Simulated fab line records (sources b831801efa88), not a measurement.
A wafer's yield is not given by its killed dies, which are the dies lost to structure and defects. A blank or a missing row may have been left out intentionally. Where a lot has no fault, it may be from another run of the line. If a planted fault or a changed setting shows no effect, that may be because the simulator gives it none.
A lot that was struck, set against a sound lot -- flow sky130 -- 14 out of 708 route steps
Sound: the wafers L376.1, L376.2, L376.3. Struck: wafers L380.3, L380.5, L380.6. The cause is named last.
For every step that has rows: the tool of each side, followed by ch and its chambers, followed by its first start. Under that, the readings that differ: sound wafers -- struck wafers -- difference of the means -- sigmas: that difference in standard deviations of wafers without a fault.
alike: readings with means less than 2 such deviations apart, plus words and numbers identical on both sides. not compared: withheld readings, readings lacking a value on some wafer, bounds such as >300 that could conceal the same value, and numbers that have no deviation in the record and whose values overlap.
A row with sigmas, a row that says differs or no value, or rows on one side alone: a step with any of these is where the two part. Numbers that have no deviation but don't overlap get no sigmas and don't part them. Lack of a reading on every wafer of one side parts them only where that side has two or more wafers.

first, 6 steps without rows for these wafers: SKY_METAL3_COAT_07 (resist thk 60 nm); SKY_METAL3_COAT_08 (resist thk 1140 nm); SKY_METAL3_SOFTBAKE_09 (time 90 s); SKY_METAL3_EXPOSE_10 (exposes mask MM3, target cd 300 nm); SKY_METAL3_PEB_11; SKY_METAL3_DEVELOP_12 (develop time 60 s).
SKY_METAL3_CD_MEAS_13: target cd 300 nm.
  sound on cd-sem-02 at day 40 10:49; struck on cd-sem-02 at day 41 16:25
reading,sound,struck,difference,sigmas
cd-nm (nm),301.3 302.0 303.1,298.9 297.8 297.3,-4.1,-3
SKY_METAL3_OVL_MEAS_14:
  sound on overlay-01 at day 40 10:56; struck on overlay-01 at day 41 16:30
  alike: METAL3_OVL
SKY_METAL3_DESCUM_15: chemistry O2, time 8 s.
  sound on rie-metal-04 ch 0,1, day 40 10:58; struck on rie-metal-04 ch 0,1, day 41 16:32
  alike: drypump-motor-current-A, oes-product-au, rf-fwd-power-W
  not compared: rf-hours-counter-h
SKY_METAL3_ETCH_16: etches BARC in N2/H2, stops on SiO2, time 88.2 s, target depth 60 nm.
  sound on rie-metal-04 ch 0,1, day 40 11:00; struck on rie-metal-04 ch 0,1, day 41 16:35
  alike: drypump-motor-current-A, oes-product-au, rf-fwd-power-W, throttle-valve-pct
  not compared: rf-hours-counter-h
SKY_METAL3_ETCH_17: etches SiO2 in C4F8/O2/Ar, stops on TiN, time 3.9 s, target depth 15 nm.
  sound on rie-diel-01 ch 0,1,2, day 40 11:06; struck on rie-diel-01 ch 1,2, day 41 16:40
  alike: oes-product-au, rf-fwd-power-W
SKY_METAL3_METAL_ETCH_18: etches the open film in Cl2/BCl3, stops on SiO2, target depth 845 nm, time 183.1 s.
  sound on rie-metal-02 ch 0,1, day 40 11:07; struck on rie-metal-02 ch 0,1, day 41 16:44
  alike: drypump-motor-current-A, oes-product-au, rf-fwd-power-W, throttle-valve-pct
  not compared: rf-hours-counter-h
SKY_METAL3_STRIP_19: strips in O2/N2.
  sound on plasma-asher-02 ch 0,1, day 40 11:18; struck on plasma-asher-02 ch 0,1, day 41 16:53
  no value came back on the struck wafers for any of 6 readings (chamber-pressure-mTorr (mTorr), drypump-motor-current-A (A) and others); on the sound wafers chamber-pressure-mTorr (mTorr) reads 1502 1501 1500
reading,sound,struck,difference,sigmas
model.KrF-thick_of_METAL3_COAT_08.thk-nm (nm),0 0 0,526 529.8 520.9,+526,
  not compared: rf-hours-counter-h
then, 1 step without rows for these wafers: SKY_METAL3_STRIP_20 (strips in post etch residue remover, time 1200 s).

WHERE THEY PART
First at SKY_METAL3_CD_MEAS_13; last, within this record, at SKY_METAL3_STRIP_19.

WHY: the cause the simulator had injected
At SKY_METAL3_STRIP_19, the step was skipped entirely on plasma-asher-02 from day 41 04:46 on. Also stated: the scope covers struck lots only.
